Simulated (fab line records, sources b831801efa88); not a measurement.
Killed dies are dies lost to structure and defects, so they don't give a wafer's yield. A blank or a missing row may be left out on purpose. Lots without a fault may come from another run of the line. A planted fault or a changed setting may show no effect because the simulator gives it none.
Which tool did it? | flow sky130 | 6 lots, 18 wafers sampled, at 2 steps of a route of 708

WHAT THE GAUGES READ, wafer by wafer
SKY_METAL1_RS_MEAS_05: measures by four-point-probe.
lot  | measured     | on            | METAL1_ALCU_RS (ohm/sq)
L342 | day 32 02:28 | film_metro-04 | 0.1262 0.1264 0.1261
L345 | day 33 03:53 | film_metro-01 | 0.1245 0.1250 0.1245
L355 | day 35 19:31 | film_metro-02 | 0.1255 0.1258 0.1265
L357 | day 36 20:43 | film_metro-04 | 0.1275 0.1270 0.1271
L359 | day 37 16:30 | film_metro-04 | 0.1245 0.1250 0.1245
L362 | day 38 07:47 | film_metro-02 | 0.1282 0.1287 0.1291

WHICH TOOL RAN EACH LOT (tool, then ch and the chambers of the sampled wafers, then the start)
lot  | SKY_VT_ADJUST_PCH_IMPLANT_08
L342 | implanter-04 ch 0, day 10 16:47
L345 | implanter-04 ch 0, day 11 14:49
L355 | implanter-04 ch 0, day 14 13:02
L357 | implanter-01 ch 0, day 15 12:58
L359 | implanter-04 ch 0, day 16 04:40
L362 | implanter-04 ch 0, day 17 00:02
- SKY_VT_ADJUST_PCH_IMPLANT_08

THE ANSWER, worked out from the rows above alone
Rule: what is usual is taken from the lots themselves. Put in order of their means at a reading, lots are off if they are a third of the lots or fewer, leave a main group of 4 or more, and stand apart from it by a gap of 3 or more times the standard deviation of the main group's means; of several such gaps the widest counts. A main group whose means are all the same, to the digits that the tables above print for the reading, isn't used. A lot without any number at a reading at which 4 lots or more have one is off too. The other lots that the step has rows for count as sound.
No lot is off at any reading shown: from this, nothing can be told.

WHAT THE SIMULATOR HAD PUT IN
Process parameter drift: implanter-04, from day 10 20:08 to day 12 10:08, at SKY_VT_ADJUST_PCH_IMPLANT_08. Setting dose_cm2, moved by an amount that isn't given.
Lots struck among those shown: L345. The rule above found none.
